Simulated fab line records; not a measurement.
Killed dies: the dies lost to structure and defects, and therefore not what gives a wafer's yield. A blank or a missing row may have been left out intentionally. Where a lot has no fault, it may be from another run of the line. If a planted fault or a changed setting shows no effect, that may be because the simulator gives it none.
fab line records | flow sky130
record lots=5 | wafers=15 | last_day=50
route steps=708 shown POLY_GATE@219
lots with no fault: from the same line, run without faults
start_h: hours from the record's first day to the start of the lot's first wafer shown | wait_h: hours from the lot's prior step to this one | " as in the row above | L1.1+2: a single row standing in for several wafers | - no value, or no start was given | * or withheld: withheld | < > ~ a bound
route shown NAME@n: NAME is a module with steps in the file, n the number in the route of the first one | usual: mean/standard deviation taken from wafers without a fault | same: alike in all rows | chamber/n: place in a boat | sites: the reading at each site | _std_site: the values' standard deviation | _edge_site: inner sites' mean taken away from outer sites' mean | radius_mm: how far each site lies from the wafer's centre | mask NAME#n: copy n | behind: the most recent tool/chamber to have shaped the wafer | hold: why the lot was held/for how many hours/how that ended | device: which transistor (n, p or np) failed to switch | end of line: the same wafers' tests at the end of the route | a step with no rows: only its recipe | killed: the dies lost at the first sort to structure and to defects; this is not the yield of the wafer | map: dies across one wafer; x = killed, . = not, _ = none there
set.NAME: the setting as run; set.NAME@STEP: as run at that earlier step | model.NAME: the simulator's own value behind a step, which no gauge read
certain route steps with their lots: each step a table, each wafer a row
services: a tool's chamber out of use, with start hour (start_h, from the record's first day; less than 0 if before it), hours out, and reason
## steps
# step SKY_POLY_GATE_DEHYDRATE_05
# recipe temp_c=200 | time_s=60
# step SKY_POLY_GATE_HMDS_06
# recipe prime_time_s=60 | prime_temp_c=120
# step SKY_POLY_GATE_COAT_07
# recipe resist=BARC | temp_c=withheld | time_s=withheld | spin_rpm=3000 | resist_thk_nm=110
# step SKY_POLY_GATE_COAT_08
# recipe resist=KrF-thick | spin_rpm=3000 | resist_thk_nm=450
# step SKY_POLY_GATE_SOFTBAKE_09
# recipe temp_c=100 | time_s=88.84 | resist=KrF-thick
# step SKY_POLY_GATE_EXPOSE_10
# recipe mask_id=P1M | na=0.68 | source_shape=conventional | sigma_outer=0.6 | target_cd_nm=150 | dose_mj=28
# step SKY_POLY_GATE_PEB_11
# recipe peb_temp_c=withheld | peb_time_s=withheld | resist=KrF-thick
# step SKY_POLY_GATE_DEVELOP_12
# recipe develop_time_s=60 | resist=KrF-thick | dev_temp_c=21
# step SKY_POLY_GATE_CD_MEAS_13
# recipe target_cd_nm=150
# usual cd_nm=150.2/1.1
lot.wafer | tool      | chamber | start_h | wait_h | cd_nm
L447.2    | cd_sem-02 | -       | 369.24  | -      | 150.3
L447.4    | "         | -       | "       | "      | 148.4
L447.6    | "         | -       | "       | "      | 148.7
L449.1    | cd_sem-02 | -       | 382.49  | -      | 151.1
L449.5    | "         | -       | "       | "      | 151.2
L449.6    | "         | -       | "       | "      | 152.1
L459.2    | cd_sem-02 | -       | 473.21  | -      | 150.2
L459.3    | "         | -       | "       | "      | 151.8
L459.4    | "         | -       | "       | "      | 151.1
L465.1    | cd_sem-01 | -       | 554.12  | -      | 148.0
L465.4    | "         | -       | "       | "      | 149.5
L465.5    | "         | -       | "       | "      | 150.8
L469.1    | cd_sem-01 | -       | 579.62  | -      | 148.6
L469.5    | "         | -       | "       | "      | 148.6
L469.6    | "         | -       | "       | "      | 147.6
# step SKY_POLY_GATE_OVL_MEAS_14
# usual POLY_GATE_OVL=-3/5.1
lot.wafer | tool       | chamber | start_h | wait_h | POLY_GATE_OVL[nm]
L447.2    | overlay-01 | -       | 369.34  | 0.1    | 0
L447.4    | "          | -       | "       | "      | -6
L447.6    | "          | -       | "       | "      | 4
L449.1    | overlay-02 | -       | 382.61  | 0.1    | -7
L449.5    | "          | -       | "       | "      | -7
L449.6    | "          | -       | "       | "      | -5
L459.2    | overlay-02 | -       | 473.31  | 0.1    | -1
L459.3    | "          | -       | "       | "      | -11
L459.4    | "          | -       | "       | "      | -6
L465.1    | overlay-02 | -       | 554.24  | 0.1    | 0
L465.4    | "          | -       | "       | "      | 1
L465.5    | "          | -       | "       | "      | -1
L469.1    | overlay-02 | -       | 579.74  | 0.1    | -3
L469.5    | "          | -       | "       | "      | -3
L469.6    | "          | -       | "       | "      | -5
# step SKY_POLY_GATE_ETCH_15
# recipe chemistry=N2/H2 | target=BARC | ion_energy_ev=200 | source_w=500 | bias_w=100 | pressure_mtorr=30 | n2_flow_sccm=100 | h2_flow_sccm=200 | stop_on=SiO2 | time_s=118.5 | target_depth_a=1100
# usual drypump_motor_current_A=5.8/0.4 | n2_flow_sccm=100.00/0.28 | oes_product_au=0.717/0.005 | throttle_valve_pct=13.214/0.0094
lot.wafer | tool        | chamber | start_h | wait_h | drypump_motor_current_A | n2_flow_sccm | oes_product_au | rf_hours_counter_h | throttle_valve_pct
L447.2    | rie_diel-02 | 2       | 369.37  | 0.0    | 5.7                     | 100.55       | 0.727          | 12                 | 13.233
L447.4    | "           | 1       | "       | "      | 5.7                     | 100.37       | 0.709          | 2                  | 13.223
L447.6    | "           | 2       | "       | "      | 5.7                     | 100.57       | 0.722          | -                  | 13.210
L449.1    | rie_diel-02 | 1       | 382.64  | 0.0    | 5.8                     | 99.94        | 0.714          | 3                  | 13.191
L449.5    | "           | 2       | "       | "      | 5.7                     | 100.05       | 0.723          | -                  | 13.229
L449.6    | "           | 1       | "       | "      | 5.8                     | 100.01       | 0.715          | -                  | 13.221
L459.2    | rie_diel-01 | 2       | 473.34  | 0.0    | 5.3                     | 100.66       | 0.718          | 96                 | 13.223
L459.3    | "           | 0       | "       | "      | 6.4                     | 100.00       | 0.716          | 4                  | 13.206
L459.4    | "           | 3       | "       | "      | 5.0                     | 100.27       | 0.714          | 9                  | 13.231
L465.1    | rie_diel-02 | 3       | 554.27  | 0.0    | 6.2                     | 100.07       | 0.716          | 13                 | 13.221
L465.4    | "           | 1       | "       | "      | 5.7                     | 100.24       | 0.728          | 6                  | 13.216
L465.5    | "           | 3       | "       | "      | 6.1                     | 99.37        | 0.713          | -                  | 13.203
L469.1    | rie_diel-02 | 2       | 579.77  | 0.0    | 5.7                     | 99.91        | 0.718          | 16                 | 13.213
L469.5    | "           | 1       | "       | "      | 5.7                     | 99.88        | 0.709          | -                  | 13.214
L469.6    | "           | 2       | "       | "      | 5.7                     | 99.64        | 0.717          | -                  | 13.209
# step SKY_POLY_GATE_ETCH_16
# recipe stop_on=poly-Si | chemistry=CH3F/O2 | target=Si3N4 | source_w=400 | bias_w=80 | pressure_mtorr=25 | ch3f_flow_sccm=40 | O2_flow_sccm=30 | time_s=147.5 | target_depth_a=750
# usual drypump_motor_current_A=5.8/0.4 | oes_product_au=0.639/0.0051 | throttle_valve_pct=10.535/0.0086
lot.wafer | tool        | chamber | start_h | wait_h | drypump_motor_current_A | oes_product_au | rf_hours_counter_h | throttle_valve_pct
L447.2    | rie_diel-02 | 2       | 369.46  | 0.0    | 5.7                     | 0.642          | 12                 | 10.539
L447.4    | "           | 1       | "       | "      | 5.8                     | 0.637          | 2                  | 10.546
L447.6    | "           | 2       | "       | "      | 5.7                     | 0.642          | -                  | 10.535
L449.1    | rie_diel-02 | 1       | 382.72  | 0.0    | 5.8                     | 0.640          | 3                  | 10.546
L449.5    | "           | 2       | "       | "      | 5.7                     | 0.634          | -                  | 10.530
L449.6    | "           | 1       | "       | "      | 5.7                     | 0.639          | -                  | 10.543
L459.2    | rie_diel-01 | 2       | 473.43  | 0.0    | 5.3                     | 0.632          | 96                 | 10.523
L459.3    | "           | 0       | "       | "      | 6.4                     | 0.635          | 4                  | 10.532
L459.4    | "           | 3       | "       | "      | 5.0                     | 0.634          | 9                  | 10.545
L465.1    | rie_diel-02 | 3       | 554.35  | 0.0    | 6.2                     | 0.635          | 13                 | 10.546
L465.4    | "           | 1       | "       | "      | 5.7                     | 0.640          | 6                  | 10.537
L465.5    | "           | 3       | "       | "      | 6.2                     | 0.635          | -                  | 10.539
L469.1    | rie_diel-02 | 2       | 579.85  | 0.0    | 5.7                     | 0.638          | 16                 | 10.535
L469.5    | "           | 1       | "       | "      | 5.8                     | 0.632          | -                  | 10.523
L469.6    | "           | 2       | "       | "      | 5.7                     | 0.632          | -                  | 10.531
# step SKY_POLY_GATE_ETCH_17
# recipe target_depth_nm=180 | stop_on=SiO2 | over_etch_frac=0.56667 | chemistry=HBr/Cl2 | target=poly-Si | icp_w=400 | bias_w=100 | pressure_mtorr=10 | HBr_flow_sccm=150 | Cl2_flow_sccm=50 | time_s=70.5
# usual drypump_motor_current_A=5.7/0.59 | he_backside_leak_sccm=2.8/0.31 | oes_product_au=0.984/0.0068 | throttle_valve_pct=33.684/0.01
lot.wafer | tool      | chamber | start_h | wait_h | drypump_motor_current_A | he_backside_leak_sccm | oes_product_au | rf_hours_counter_h | throttle_valve_pct | model.etch.depth_nm | model.POLY_GATE.feature_depth_nm | model.KrF-thick_of_POLY_GATE_COAT_08.thk_nm
L447.2    | rie_si-02 | 2       | 369.55  | 0.0    | 5.2                     | 3.0                   | 0.985          | 54                 | 33.681             | 176                 | 176                              | 138.4
L447.4    | "         | 3       | "       | "      | 6.3                     | 2.8                   | 0.991          | 3                  | 33.657             | 177                 | 177                              | 137
L447.6    | "         | 0       | "       | "      | 5.0                     | 2.7                   | 0.984          | -                  | 33.671             | 177.7               | 177.7                            | 140.9
L449.1    | rie_si-01 | 0       | 382.82  | 0.0    | 6.0                     | 2.4                   | 0.983          | 3                  | 33.692             | 177.6               | 177.6                            | 143.5
L449.5    | "         | 2       | "       | "      | 6.1                     | 2.8                   | 0.978          | -                  | 33.671             | 178.1               | 178.1                            | 144.6
L449.6    | "         | 3       | "       | "      | 6.4                     | 3.0                   | 0.970          | -                  | 33.684             | 176.4               | 176.4                            | 145.2
L459.2    | rie_si-02 | 0       | 473.53  | 0.0    | 5.0                     | 2.7                   | 0.979          | 52                 | 33.687             | 177.3               | 177.3                            | 144.4
L459.3    | "         | 1       | "       | "      | 4.9                     | 3.1                   | 0.889          | 1                  | 33.687             | 152.2               | 152.2                            | 153.7
L459.4    | "         | 2       | "       | "      | 5.2                     | 2.8                   | 0.986          | 55                 | 33.680             | 179.7               | 179.7                            | 140.8
L465.1    | rie_si-01 | 0       | 554.45  | 0.0    | 6.0                     | 2.3                   | 0.996          | 4                  | 33.671             | 179.6               | 179.6                            | 141.2
L465.4    | "         | 1       | "       | "      | 5.3                     | 2.4                   | 0.990          | 2                  | 33.676             | 178.2               | 178.2                            | 142.8
L465.5    | "         | 3       | "       | "      | 6.4                     | 2.8                   | 0.983          | -                  | 33.673             | 178.6               | 178.6                            | 142.8
L469.1    | rie_si-02 | 0       | 579.95  | 0.0    | 5.0                     | 2.6                   | 0.980          | 0                  | 33.693             | 176.5               | 176.5                            | 141.8
L469.5    | "         | 0       | "       | "      | 5.0                     | 2.6                   | 0.989          | -                  | 33.698             | 177.9               | 177.9                            | 141.5
L469.6    | "         | 3       | "       | "      | 6.3                     | 2.9                   | 0.990          | -                  | 33.675             | 179.5               | 179.5                            | 142.2
# step SKY_POLY_GATE_STRIP_18
# recipe chemistry=O2/N2 | power_w=1400 | pressure_mtorr=1500 | platen_temp_c=withheld | o2_flow_sccm=3000 | n2_flow_sccm=300 | overash_fraction=0.5
# usual drypump_motor_current_A=5.8/0.4 | n2_flow_sccm=299.9/1 | oes_product_au=0.362/0.0044 | strip_time_to_endpoint_s=3.185/0.027
lot.wafer | tool            | chamber | start_h | wait_h | drypump_motor_current_A | n2_flow_sccm | oes_product_au | rf_hours_counter_h | strip_time_to_endpoint_s
L447.2    | plasma_asher-02 | 0       | 369.61  | 0.0    | 5.3                     | 300.4        | 0.361          | 20                 | 3.163
L447.4    | "               | 1       | "       | "      | 5.6                     | 299.9        | 0.353          | -                  | 3.123
L447.6    | "               | 1       | "       | "      | 5.6                     | 300.6        | 0.362          | -                  | 3.180
L449.1    | plasma_asher-01 | 1       | 382.88  | 0.0    | 6.6                     | 298.2        | 0.361          | 71                 | 3.199
L449.5    | "               | 1       | "       | "      | 6.6                     | 299.6        | 0.362          | -                  | 3.220
L449.6    | "               | 0       | "       | "      | 5.7                     | 299.4        | 0.367          | -                  | 3.221
L459.2    | plasma_asher-02 | 1       | 473.58  | 0.0    | 5.6                     | 300.6        | 0.367          | 31                 | 3.229
L459.3    | "               | 1       | "       | "      | 5.6                     | 300.2        | 0.370          | -                  | 3.294
L459.4    | "               | 0       | "       | "      | 5.2                     | 299.9        | 0.365          | -                  | 3.186
L465.1    | plasma_asher-02 | 1       | 554.51  | 0.0    | 5.6                     | 300.2        | 0.366          | 40                 | 3.191
L465.4    | "               | 1       | "       | "      | 5.6                     | 299.2        | 0.367          | -                  | 3.205
L465.5    | "               | 1       | "       | "      | 5.6                     | 300.4        | 0.368          | -                  | 3.191
L469.1    | plasma_asher-02 | 1       | 580.01  | 0.0    | 5.6                     | 298.6        | 0.363          | 42                 | 3.189
L469.5    | "               | 0       | "       | "      | 5.3                     | 301.5        | 0.369          | -                  | 3.180
L469.6    | "               | 1       | "       | "      | 5.6                     | 298.4        | 0.365          | -                  | 3.198
# step SKY_POLY_GATE_CLEAN_19
# recipe chemistry=SC1/SC2 | mix=1:4:20 | temp_c=70 | time_s=150 | dry=n2_spin
## services
tool            | chamber | start_h | hours | kind
rie_si-01       | 2       | 345.67  | 5.9   | repair
plasma_asher-01 | -       | 355.25  | 16.6  | repair
plasma_asher-01 | -       | 366.61  | 1.0   | repair
rie_diel-02     | 1       | 390.47  | 6.5   | repair
plasma_asher-02 | -       | 396.26  | 3.2   | repair
plasma_asher-02 | -       | 398.78  | 2.9   | repair
plasma_asher-01 | -       | 435.12  | 40.8  | repair
rie_si-02       | 3       | 435.44  | 5.4   | repair
rie_si-01       | 2       | 436.65  | 2.5   | repair
plasma_asher-02 | -       | 462.74  | 0.7   | repair
rie_diel-01     | 2       | 486.13  | -     | clean
rie_diel-01     | 2       | 486.13  | 19.1  | scheduled_down
rie_si-02       | 2       | 495.82  | -     | clean
rie_si-02       | 2       | 495.82  | 15.2  | scheduled_down
rie_si-02       | 2       | 495.82  | 15.2  | vent_cycle
rie_si-02       | 0       | 514.36  | -     | clean
rie_si-02       | 0       | 514.36  | 20.3  | scheduled_down
rie_si-02       | 0       | 514.36  | 20.3  | vent_cycle
rie_diel-01     | 2       | 529.25  | 3.2   | repair
rie_diel-02     | -       | 532.94  | 15.6  | pm
plasma_asher-02 | -       | 538.81  | 0.7   | repair
rie_diel-01     | -       | 540.76  | 0.5   | repair
plasma_asher-01 | -       | 544.78  | 4.2   | repair
rie_si-02       | -       | 548.07  | 0.2   | repair
## key
first_sign step=SKY_POLY_GATE_ETCH_17 | reading=oes_product_au | direction=down | sigmas=14 | usual=0.984 | struck=0.889
effect step=SKY_POLY_GATE_STRIP_18 | reading=strip_time_to_endpoint_s | direction=up | sigmas=4 | usual=* | struck=*
model_effect step=SKY_POLY_GATE_ETCH_17 | value=etch.depth_nm | without=177.7 | struck=152.2
met_at SKY_POLY_GATE_ETCH_17
struck_wafers L459.3
later_rows_left_out L459.3
sort_left_out L459.3
tester_left_out L459
fault kind=process_parameter_drift | tool=rie_si-02 | chamber=1 | onset_h=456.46 | steps=SKY_POLY_GATE_ETCH_17 | channel=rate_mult | offset=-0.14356 | shape=step | end_h=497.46
# tester_left_out: of these lots the tester's yield and bins aren't shown, on N5 and GAA mostly nor the transistor test; their killed dies are dies lost to structure and defects alone, not to doping, threshold or leakage, so they don't give the yield
# sort_left_out: the simulated sort isn't trusted on such a fault, so these wafers' sort isn't shown, and their yield isn't known
# later_rows_left_out: the simulator's readings of these wafers behind a module that went badly wrong aren't trusted and aren't shown, but for the sort
